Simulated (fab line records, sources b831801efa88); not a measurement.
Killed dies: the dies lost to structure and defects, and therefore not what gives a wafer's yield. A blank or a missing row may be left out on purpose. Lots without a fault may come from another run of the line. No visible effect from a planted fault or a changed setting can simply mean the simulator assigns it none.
fab line records ; flow gf180mcu ; part 2 of 2: steps 28 to 38 of 38
record lots=5; wafers=15; lastDay=32
route steps=602 shown DUAL_GATE@151 POLY_GATE@157 HV_LDD@176
lots that met no fault: taken from a fault-free run of the same line
startH: the number of hours between the record's first day and the start of the first shown wafer of the lot ; waitH: hours elapsed since this lot's preceding step ; " repeats the value in the row above ; L1.1+2: a single row standing in for several wafers ; - no value, or no start given ; * or withheld: withheld ; < > ~ a bound
route shown NAME@n: NAME is a module with steps in the file, n the number in the route of the first one ; usual: average and standard deviation across the fault-free wafers ; same: alike in all rows ; chamber/n: place in a boat ; sites: the reading at each site ; _std_site: standard deviation across them ; _edge_site: inner sites' mean taken away from outer sites' mean ; radiusMm: how far each site lies from the wafer's centre ; mask NAME#n: copy n ; behind: the most recent tool/chamber to have shaped the wafer ; hold: the reason the lot was held/the length of the hold in hours/how it ended ; device: transistor that didn't switch, given as n, p or np ; end of line: the route-end tests of the same wafers ; for a step that has no rows: nothing shown but its recipe ; killed: dies that structure and defects cost at the first sort, which is not the same as the wafer's yield ; map: a wafer's dies, x killed, . not, _ none there
set.NAME: setting as actually run; set.NAME@STEP: the setting as run at that earlier step ; model.NAME: the simulator's own value behind a step, which no gauge read
lots seen at some steps along the route; tables by step, rows by wafer
services: a tool's chamber out of use, with start hour (startH, from the record's first day; less than 0 if before it), hours out, and reason
## steps
# step GF_HV_LDD_COAT_02
# recipe resist=NOVOLAK; spinRpm=3000; resistThkNm=1000
lot.wafer;tool;chamber;startH;waitH
L076.1+3+5;lithoTrack-03;0;224.37;0.1
L081.2+5+6;lithoTrack-03;0;264.25;0.1
L083.2+4+5;lithoTrack-02;0;273.84;0.1
L084.2+3+4;lithoTrack-02;0;283.59;0.1
L091.1+4+5;lithoTrack-03;0;322.67;0.1
# step GF_HV_LDD_SOFTBAKE_03
# recipe tempC=90; timeS=60; resist=NOVOLAK
# usual heaterPowerTotalW=56.59/0.046
lot.wafer;tool;chamber;startH;waitH;heaterPowerTotalW
L076.1;lithoTrack-03;0;224.52;0.1;56.51
L076.3;lithoTrack-03;0;224.52;0.1;56.60
L076.5;lithoTrack-03;0;224.52;0.1;56.48
L081.2;lithoTrack-03;0;264.40;0.1;56.51
L081.5;lithoTrack-03;0;264.40;0.1;56.66
L081.6;lithoTrack-03;0;264.40;0.1;56.66
L083.2;lithoTrack-02;0;273.99;0.1;56.56
L083.4;lithoTrack-02;0;273.99;0.1;56.60
L083.5;lithoTrack-02;0;273.99;0.1;56.59
L084.2;lithoTrack-02;0;283.74;0.1;56.61
L084.3;lithoTrack-02;0;283.74;0.1;56.68
L084.4;lithoTrack-02;0;283.74;0.1;56.56
L091.1;lithoTrack-03;0;322.82;0.1;56.67
L091.4;lithoTrack-03;0;322.82;0.1;56.55
L091.5;lithoTrack-03;0;322.82;0.1;56.59
# step GF_HV_LDD_EXPOSE_04
# recipe maskId=Nplus_LV_AREA; targetCdNm=400; na=0.6; sourceShape=conventional; sigmaOuter=0.6; doseMj=140
lot.wafer;tool;chamber;startH;waitH;mask
L076.1+3+5;ilineStepper-02;0;-;-;Nplus_LV_AREA#0
L081.2+5+6;ilineStepper-02;0;-;-;Nplus_LV_AREA#0
L083.2+4+5;ilineStepper-01;0;-;-;Nplus_LV_AREA#0
L084.2+3+4;ilineStepper-01;0;-;-;Nplus_LV_AREA#0
L091.1+4+5;ilineStepper-02;0;-;-;Nplus_LV_AREA#0
# step GF_HV_LDD_PEB_05
# recipe tempC=withheld; timeS=*; resist=NOVOLAK
lot.wafer;tool;chamber;startH;waitH
L076.1+3+5;lithoTrack-02;0;-;-
L081.2+5+6;lithoTrack-01;0;-;-
L083.2+4+5;lithoTrack-02;0;-;-
L084.2+3+4;lithoTrack-01;0;-;-
L091.1+4+5;lithoTrack-03;0;-;-
# step GF_HV_LDD_DEVELOP_06
# recipe developTimeS=60; devTempC=23
lot.wafer;tool;chamber;startH;waitH
L076.1+3+5;lithoTrack-02;0;232.82;0.1
L081.2+5+6;lithoTrack-01;0;273.60;0.1
L083.2+4+5;lithoTrack-02;0;284.04;0.1
L084.2+3+4;lithoTrack-01;0;292.70;0.1
L091.1+4+5;lithoTrack-03;0;333.27;0.1
# step GF_HV_LDD_CD_MEAS_07
# recipe targetCdNm=400
# usual cdNm=400.3/1.8
lot.wafer;tool;chamber;startH;waitH;cdNm
L076.1;cdSem-02;-;233.04;0.2;402.9
L076.3;cdSem-02;-;233.04;0.2;402.0
L076.5;cdSem-02;-;233.04;0.2;400.7
L081.2;cdSem-02;-;273.74;0.1;402.7
L081.5;cdSem-02;-;273.74;0.1;401.3
L081.6;cdSem-02;-;273.74;0.1;401.2
L083.2;cdSem-02;-;284.19;0.1;402.4
L083.4;cdSem-02;-;284.19;0.1;401.8
L083.5;cdSem-02;-;284.19;0.1;402.0
L084.2;cdSem-02;-;292.84;0.1;400.0
L084.3;cdSem-02;-;292.84;0.1;401.3
L084.4;cdSem-02;-;292.84;0.1;400.1
L091.1;cdSem-02;-;333.42;0.1;400.2
L091.4;cdSem-02;-;333.42;0.1;401.3
L091.5;cdSem-02;-;333.42;0.1;403.2
# step GF_HV_LDD_OVL_MEAS_08
# usual HV_LDD_OVL=-0.1/1.4
lot.wafer;tool;chamber;startH;waitH;HV_LDD_OVL[nm]
L076.1;overlay-01;-;233.16;0.1;0.7
L076.3;overlay-01;-;233.16;0.1;-1.5
L076.5;overlay-01;-;233.16;0.1;0.6
L081.2;overlay-01;-;273.85;0.1;0.2
L081.5;overlay-01;-;273.85;0.1;-1.1
L081.6;overlay-01;-;273.85;0.1;-0.5
L083.2;overlay-02;-;284.29;0.1;-0.2
L083.4;overlay-02;-;284.29;0.1;1.5
L083.5;overlay-02;-;284.29;0.1;0.7
L084.2;overlay-02;-;292.95;0.1;0.9
L084.3;overlay-02;-;292.95;0.1;-0.5
L084.4;overlay-02;-;292.95;0.1;-2.6
L091.1;overlay-01;-;333.54;0.1;-0.8
L091.4;overlay-01;-;333.54;0.1;-0.2
L091.5;overlay-01;-;333.54;0.1;-1.5
# step GF_HV_LDD_IMPLANT_09
# recipe species=As; energyKev=40; doseCm2=1e+14; tiltDeg=7
# usual doseIonsCm2=9.997e+13/1.1e+11; endStationPressureTorr=5.48e-06/2.6e-07
lot.wafer;tool;chamber;startH;waitH;doseIonsCm2;endStationPressureTorr
L076.1;implanter-02;0;233.23;0.1;1.0015e+14;5.67e-06
L076.3;implanter-02;0;233.23;0.1;1.0007e+14;5.55e-06
L076.5;implanter-02;0;233.23;0.1;1e+14;5.68e-06
L081.2;implanter-02;0;273.90;0.0;9.991e+13;5.11e-06
L081.5;implanter-02;0;273.90;0.0;1.0006e+14;5.58e-06
L081.6;implanter-02;0;273.90;0.0;1.0006e+14;5.58e-06
L083.2;implanter-02;0;284.35;0.0;9.985e+13;5.58e-06
L083.4;implanter-02;0;284.35;0.0;9.995e+13;5.5e-06
L083.5;implanter-02;0;284.35;0.0;9.979e+13;5.57e-06
L084.2;implanter-02;0;293.00;0.0;9.995e+13;5.43e-06
L084.3;implanter-02;0;293.00;0.0;9.993e+13;5.87e-06
L084.4;implanter-02;0;293.00;0.0;9.981e+13;5.5e-06
L091.1;implanter-03;0;333.58;0.0;9.997e+13;5.42e-06
L091.4;implanter-03;0;333.58;0.0;1.0015e+14;5.3e-06
L091.5;implanter-03;0;333.58;0.0;9.999e+13;4.9e-06
# step GF_HV_LDD_STRIP_10
# recipe chemistry=O2/N2; powerW=1400; pressureMtorr=1500; platenTempC=250; o2FlowSccm=3000; n2FlowSccm=300; overashFraction=0.5
# usual drypumpMotorCurrentA=5.5/0.38; heaterPowerW=349/54; o2FlowSccm=3003/15; oesProductAu=0.715/0.005; stripTimeToEndpointS=12.64/0.037
lot.wafer;tool;chamber;startH;waitH;drypumpMotorCurrentA;heaterPowerW;o2FlowSccm;oesProductAu;rfHoursCounterH;stripTimeToEndpointS
L076.1;plasmaAsher-01;0;233.38;0.1;5.9;346;3007;0.722;60;12.62
L076.3;plasmaAsher-01;0;233.38;0.1;6.0;343;3004;0.713;-;12.66
L076.5;plasmaAsher-01;0;233.38;0.1;5.9;353;3002;0.712;-;12.65
L081.2;plasmaAsher-03;0;274.03;0.1;5.0;429;3012;0.718;15;12.62
L081.5;plasmaAsher-03;1;274.03;0.1;5.3;332;3020;0.718;-;12.66
L081.6;plasmaAsher-03;0;274.03;0.1;5.0;436;3011;0.719;-;12.65
L083.2;plasmaAsher-03;0;284.47;0.1;5.0;428;2998;0.707;16;12.67
L083.4;plasmaAsher-03;1;284.47;0.1;5.3;320;3009;0.716;-;12.64
L083.5;plasmaAsher-03;1;284.47;0.1;5.3;326;3001;0.722;-;12.59
L084.2;plasmaAsher-01;1;293.13;0.1;6.1;302;2999;0.712;67;12.71
L084.3;plasmaAsher-01;1;293.13;0.1;6.0;299;3003;0.716;-;12.68
L084.4;plasmaAsher-01;0;293.13;0.1;5.9;346;3005;0.708;-;12.70
L091.1;plasmaAsher-03;1;333.73;0.1;5.3;330;2991;0.708;23;12.64
L091.4;plasmaAsher-03;1;333.73;0.1;5.3;317;2993;0.709;-;12.62
L091.5;plasmaAsher-03;1;333.73;0.1;5.4;326;3003;0.721;-;12.63
# step GF_HV_LDD_TW_MEAS_11
# usual HV_LDD_TW=2407/9.6
lot.wafer;tool;chamber;startH;waitH;HV_LDD_TW
L076.1;filmMetro-01;-;233.48;0.1;2410
L076.3;filmMetro-01;-;233.48;0.1;2409
L076.5;filmMetro-01;-;233.48;0.1;2402
L081.2;filmMetro-04;-;274.14;0.1;2406
L081.5;filmMetro-04;-;274.14;0.1;2410
L081.6;filmMetro-04;-;274.14;0.1;2417
L083.2;filmMetro-04;-;284.58;0.1;2421
L083.4;filmMetro-04;-;284.58;0.1;2406
L083.5;filmMetro-04;-;284.58;0.1;2418
L084.2;filmMetro-04;-;293.24;0.1;2418
L084.3;filmMetro-04;-;293.24;0.1;2410
L084.4;filmMetro-04;-;293.24;0.1;2409
L091.1;filmMetro-03;-;333.83;0.1;2402
L091.4;filmMetro-03;-;333.83;0.1;2403
L091.5;filmMetro-03;-;333.83;0.1;2397
# step GF_HV_LDD_DEHYDRATE_12
# recipe tempC=200; timeS=60
# usual heaterPowerTotalW=160.37/0.11
lot.wafer;tool;chamber;startH;waitH;heaterPowerTotalW
L076.1;lithoTrack-01;0;241.87;8.4;160.36
L076.3;lithoTrack-01;0;241.87;8.4;160.38
L076.5;lithoTrack-01;0;241.87;8.4;160.36
L081.2;lithoTrack-01;0;283.45;9.3;160.32
L081.5;lithoTrack-01;0;283.45;9.3;160.56
L081.6;lithoTrack-01;0;283.45;9.3;160.33
L083.2;lithoTrack-03;0;293.40;8.8;160.39
L083.4;lithoTrack-03;0;293.40;8.8;160.29
L083.5;lithoTrack-03;0;293.40;8.8;160.46
L084.2;lithoTrack-03;0;303.00;9.8;160.20
L084.3;lithoTrack-03;0;303.00;9.8;160.35
L084.4;lithoTrack-03;0;303.00;9.8;160.54
L091.1;lithoTrack-03;0;344.07;10.2;160.19
L091.4;lithoTrack-03;0;344.07;10.2;160.34
L091.5;lithoTrack-03;0;344.07;10.2;160.40
## services
tool;chamber;startH;hours;kind
krfScanner-02;-;167.29;1.3;pm
ilineStepper-02;-;168.73;1.7;pm
krfScanner-02;-;168.89;2.6;repair
rieSi-02;-;169.90;0.1;repair
krfScanner-01;-;191.34;2.1;repair
furnace-01;-;191.59;9.1;repair
furnace-01;-;200.67;3.7;pm
lpcvd-02;-;200.88;1.3;repair
krfScanner-01;-;201.45;0.8;pm
implanter-02;-;201.56;7.7;pm
krfScanner-02;-;203.78;1.0;pm
krfScanner-02;-;205.76;0.7;repair
plasmaAsher-03;-;207.45;6.0;repair
krfScanner-01;-;209.21;0.3;repair
rieDiel-03;2;211.08;17.3;repair
rieDiel-03;-;226.69;0.6;repair
rieSi-01;-;243.00;0.2;repair
krfScanner-02;-;247.97;0.5;repair
krfScanner-02;-;302.66;0.8;pm
plasmaAsher-04;-;311.77;3.7;repair
furnace-02;-;314.79;3.2;pm
furnace-02;-;317.94;2.9;pm
plasmaAsher-04;-;322.44;4.5;repair
krfScanner-02;-;343.19;1.3;pm
